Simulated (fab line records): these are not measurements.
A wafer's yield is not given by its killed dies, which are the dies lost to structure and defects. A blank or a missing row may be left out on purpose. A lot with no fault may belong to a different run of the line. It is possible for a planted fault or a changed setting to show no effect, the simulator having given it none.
Matching of chambers / flow sky130 / 4 sister chambers for SKY_LI_CONTACT_ETCH_15 on rie diel-02
The step etches PSG in C4F8/O2/Ar, stops on Si, target depth 600 nm. 8 wafers are shown with their chamber, then 8 later ones without.

== WAFERS WITH THEIR CHAMBER ==
wafer=L293.5; chamber=0; oes product au (a.u.)=0.838
wafer=L298.5; chamber=0; oes product au (a.u.)=0.835
wafer=L303.4; chamber=2; oes product au (a.u.)=0.847
wafer=L303.5; chamber=1; oes product au (a.u.)=0.836
wafer=L307.1; chamber=3; oes product au (a.u.)=0.834
wafer=L307.5; chamber=2; oes product au (a.u.)=0.842
wafer=L307.6; chamber=1; oes product au (a.u.)=0.836
wafer=L312.1; chamber=3; oes product au (a.u.)=0.829

== WAFERS WHOSE CHAMBER IS MISSING ==
wafer=L312.4; oes product au (a.u.)=0.831
wafer=L312.5; oes product au (a.u.)=0.841
wafer=L313.1; oes product au (a.u.)=0.834
wafer=L313.4; oes product au (a.u.)=0.844
wafer=L313.5; oes product au (a.u.)=0.827
wafer=L316.2; oes product au (a.u.)=0.830
wafer=L316.3; oes product au (a.u.)=0.833
wafer=L316.5; oes product au (a.u.)=0.839

== CHAMBER TAKEN BY EACH ==
wafer=L312.4; from the rows above=can't be placed: 3 or 1 or 0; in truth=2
wafer=L312.5; from the rows above=can't be placed: 2 or 0 or 1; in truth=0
wafer=L313.1; from the rows above=can't be placed: 1 or 0 or 3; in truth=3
wafer=L313.4; from the rows above=2; in truth=2
wafer=L313.5; from the rows above=can't be placed: 3 or 1 or 0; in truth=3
wafer=L316.2; from the rows above=can't be placed: 3 or 1 or 0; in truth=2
wafer=L316.3; from the rows above=can't be placed: 3 or 1 or 0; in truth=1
wafer=L316.5; from the rows above=can't be placed: 0 or 1 or 2 or 3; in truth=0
Placed correctly: 1 of 8. Cannot be placed on the basis of these rows: 7; the candidates contain the true chamber in 5. Placed wrongly: 0.
How it was worked out, from the rows above alone: a wafer's distance from a chamber is the root of the sum, over the readings, of the square of ((its reading less the chamber's mean) divided by the reading's scatter). If the next closest chamber is less than 2 further off than the closest, the wafer can't be placed; otherwise it belongs to the closest. A chamber's mean is the mean of its shown wafers. The scatter is the square root of a quotient: the sum, over the shown wafers, of each reading's squared deviation from its chamber's mean, divided by wafers minus chambers.
